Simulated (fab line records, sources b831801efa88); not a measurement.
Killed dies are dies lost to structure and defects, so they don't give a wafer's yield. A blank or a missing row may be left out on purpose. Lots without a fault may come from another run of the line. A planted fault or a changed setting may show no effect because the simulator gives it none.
Which tool did it? | flow sky130 | 12 lots, 36 wafers sampled, at 6 steps of a route of 708

WHAT THE GAUGES READ, wafer by wafer
SKY_FIELD_ISO_THK_MEAS_04.
lot  | measured    | on            | FIELD_ISO_CVD_03_THK (nm)
L900 | day 1 14:33 | film_metro-03 | 165.7 166.2 165.8
L901 | day 1 18:29 | film_metro-04 | 165.5 164.6 164.7
L902 | day 2 00:43 | film_metro-03 | 164.1 164.4 162.5
L903 | day 2 05:16 | film_metro-02 | 164.4 165.8 165.2
L905 | day 2 14:47 | film_metro-04 | 164.2 165.0 165.3
L907 | day 3 03:28 | film_metro-02 | 166.3 164.5 164.8
L908 | day 3 06:35 | film_metro-04 | 164.1 165.0 163.5
L910 | day 3 16:45 | film_metro-04 | 163.6 163.5 162.9
L911 | day 3 21:07 | film_metro-03 | 166.7 167.1 167.0
L912 | day 4 01:45 | film_metro-03 | 164.0 164.6 164.6
L913 | day 4 08:17 | film_metro-04 | 165.9 164.8 166.1
L921 | day 5 23:40 | film_metro-02 | 170.1 171.1 172.6

SKY_CONTACT_THK_MEAS_26: measures by xrf.
lot  | measured     | on            | CONTACT_W_THK (nm)
L900 | day 31 09:39 | film_metro-03 | 342 345 343
L901 | day 31 17:26 | film_metro-03 | 342 342 339
L902 | day 32 09:32 | film_metro-02 | 347 345 341
L903 | day 32 16:26 | film_metro-02 | 343 345 347
L905 | day 33 04:04 | film_metro-03 | 345 346 339
L907 | day 34 06:38 | film_metro-02 | 342 341 346
L908 | day 34 08:59 | film_metro-04 | 351 347 346
L910 | day 34 20:34 | film_metro-04 | 348 344 347
L911 | day 35 05:56 | film_metro-03 | 338 342 339
L912 | day 35 12:07 | film_metro-03 | 344 343 347
L913 | day 35 18:31 | film_metro-03 | 342 347 344
L921 | day 38 01:57 | film_metro-02 | 343 344 348

SKY_VIA1_BOW_MEAS_03.
lot  | measured     | on            | VIA1_BOW (um)
L900 | day 32 14:51 | film_metro-02 | 84 86 92
L901 | day 32 22:03 | film_metro-02 | 74 83 85
L902 | day 33 14:26 | film_metro-02 | 88 88 84
L903 | day 33 20:40 | film_metro-04 | 77 78 78
L905 | day 34 07:27 | film_metro-02 | 85 76 71
L907 | day 35 11:03 | film_metro-04 | 89 82 66
L908 | day 35 12:44 | film_metro-04 | 79 84 84
L910 | day 36 01:06 | film_metro-02 | 77 88 97
L911 | day 36 09:50 | film_metro-02 | 80 85 81
L912 | day 36 15:37 | film_metro-04 | 84 85 83
L913 | day 36 21:46 | film_metro-02 | 81 89 82
L921 | day 39 05:18 | film_metro-04 | 90 86 91

WHICH TOOL RAN EACH LOT (tool, then ch and the chambers of the sampled wafers, then the start)
lot  | SKY_FIELD_ISO_CVD_03       | SKY_FIELD_ISO_ETCH_15             | SKY_CONTACT_CVD_00
L900 | lpcvd-02 ch 1, day 1 12:46 | rie_diel-02 ch 0,2, day 2 05:25   | pecvd-01 ch 0,1,2, day 30 04:36
L901 | lpcvd-02 ch 1, day 1 16:41 | rie_diel-04 ch 1,3, day 2 09:41   | pecvd-02 ch 0,1,2, day 30 11:47
L902 | lpcvd-02 ch 1, day 1 22:55 | rie_diel-04 ch 1,2,3, day 2 15:56 | pecvd-01 ch 1,2, day 31 04:06
L903 | lpcvd-02 ch 0, day 2 03:29 | rie_diel-02 ch 0,1,2, day 2 20:17 | pecvd-01 ch 0,1,2, day 31 11:20
L905 | lpcvd-02 ch 0, day 2 13:00 | rie_diel-02 ch 0,1, day 3 06:01   | pecvd-01 ch 0,1, day 32 00:05
L907 | lpcvd-02 ch 1, day 3 01:41 | rie_diel-02 ch 0,1,3, day 3 19:53 | pecvd-02 ch 0,1,2, day 33 03:31
L908 | lpcvd-02 ch 0, day 3 04:47 | rie_diel-01 ch 2,3, day 3 22:52   | pecvd-01 ch 0,1,2, day 33 06:01
L910 | lpcvd-02 ch 1, day 3 14:58 | rie_diel-04 ch 0,1,3, day 4 08:56 | pecvd-01 ch 0,1, day 33 17:25
L911 | lpcvd-02 ch 0, day 3 19:18 | rie_diel-01 ch 1,2,3, day 4 13:49 | pecvd-04 ch 0,1,2, day 34 01:38
L912 | lpcvd-02 ch 0, day 3 23:58 | rie_diel-01 ch 0,2,3, day 4 18:16 | pecvd-02 ch 0,1,2, day 34 07:49
L913 | lpcvd-02 ch 0, day 4 06:29 | rie_diel-01 ch 0,1, day 5 01:23   | pecvd-04 ch 0,1,2, day 34 14:55
L921 | lpcvd-02 ch 1, day 5 21:52 | rie_diel-04 ch 2,3, day 6 18:49   | pecvd-02 ch 1,2, day 36 22:16
- SKY_FIELD_ISO_CVD_03: deposits Si3N4 from DCS/NH3, target thk 165 nm, time 2830 s.
- SKY_FIELD_ISO_ETCH_15: etches the open film in CHF3/O2, stops on Si, target depth 180 nm, time 72 s.
- SKY_CONTACT_CVD_00: deposits Si3N4, target thk 75 nm.

WHAT THE TOOLS THEMSELVES READ (means of the sampled wafers that have a number; where no wafer has one, the mark that the record gives instead)
SKY_FIELD_ISO_CVD_03.
lot  | tool     | pressure_mtorr (mTorr) | spike_tc_lower_C (C)
L900 | lpcvd-02 | 250.9                  | 769.1
L901 | lpcvd-02 | 250.1                  | 769.4
L902 | lpcvd-02 | 250.2                  | 768.5
L903 | lpcvd-02 | 249.9                  | 770.6
L905 | lpcvd-02 | 250.0                  | 771.8
L907 | lpcvd-02 | 249.7                  | 769.8
L908 | lpcvd-02 | 249.8                  | 770.9
L910 | lpcvd-02 | 250.3                  | 770.1
L911 | lpcvd-02 | 249.6                  | 770.9
L912 | lpcvd-02 | 250.3                  | 771.2
L913 | lpcvd-02 | 250.3                  | 771.5
L921 | lpcvd-02 | 299.7                  | 770.6

SKY_FIELD_ISO_ETCH_15.
lot  | tool        | drypump_motor_current_A (A) | oes_product_au (a.u.) | throttle_valve_pct (%)
L900 | rie_diel-02 | 6.0                         | 0.949                 | 8.852
L901 | rie_diel-04 | 5.3                         | 0.942                 | 8.835
L902 | rie_diel-04 | 5.5                         | 0.942                 | 8.845
L903 | rie_diel-02 | 5.8                         | 0.941                 | 8.839
L905 | rie_diel-02 | 5.8                         | 0.943                 | 8.846
L907 | rie_diel-02 | 5.7                         | 0.950                 | 8.844
L908 | rie_diel-01 | 5.0                         | 0.948                 | 8.847
L910 | rie_diel-04 | 5.4                         | 0.937                 | 8.838
L911 | rie_diel-01 | 5.3                         | 0.952                 | 8.842
L912 | rie_diel-01 | 5.2                         | 0.944                 | 8.847
L913 | rie_diel-01 | 5.8                         | 0.947                 | 8.841
L921 | rie_diel-04 | 5.9                         | 0.967                 | 8.846

SKY_CONTACT_CVD_00.
lot  | tool     | heater_power_w (W)
L900 | pecvd-01 | 705
L901 | pecvd-02 | 649
L902 | pecvd-01 | 735
L903 | pecvd-01 | 685
L905 | pecvd-01 | 664
L907 | pecvd-02 | 675
L908 | pecvd-01 | 666
L910 | pecvd-01 | 610
L911 | pecvd-04 | 758
L912 | pecvd-02 | 737
L913 | pecvd-04 | 737
L921 | pecvd-02 | 746

THE ANSWER, worked out from the rows above alone
Rule: what is usual is taken from the lots themselves. Put in order of their means at a reading, lots are off if they are a third of the lots or fewer, leave a main group of 4 or more, and stand apart from it by a gap of 3 or more times the standard deviation of the main group's means; of several such gaps the widest counts. A main group whose means are all the same, to the digits that the tables above print for the reading, isn't used. A lot without any number at a reading at which 4 lots or more have one is off too. The other lots that the step has rows for count as sound. The gauges are gone through in route order, then the tools' own readings, and for those a lot's mean is taken as printed above. The first step at which some lot is off is used, and at that step the reading that is off furthest; a lot without a number counts as furthest.
Off: L921, at SKY_FIELD_ISO_THK_MEAS_04 (FIELD_ISO_CVD_03_THK). The main group: mean 164.9 nm, standard deviation 0.98.
A tool fits if, at a process step before that reading, it ran every lot that is off, and no sound lot after the first of them. The gauges at SKY_FIELD_ISO_THK_MEAS_04 aren't tried: what is off there is off at SKY_FIELD_ISO_CVD_03 too, on other tools, and a gauge's error can't cause that. One fits: lpcvd-02 at SKY_FIELD_ISO_CVD_03. Its last sound lot is L913 (day 4 06:29), its first lot that is off L921 (day 5 21:52): a fault that began between those two fits.
The tool's own readings at SKY_FIELD_ISO_CVD_03 bear it out: on the lots that are off they differ by more than 5 times the standard deviation of the sound lots' means. pressure_mtorr reads 299.7 mTorr there against 250.1 mTorr on the sound lots.

WHAT THE SIMULATOR HAD PUT IN
Process parameter drift: lpcvd-02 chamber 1, from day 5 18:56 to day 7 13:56, at SKY_FIELD_ISO_CVD_03. Setting pressure_mtorr, moved by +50, from 250. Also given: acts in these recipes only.
Lots struck among those shown: L921. The rule above found the same.
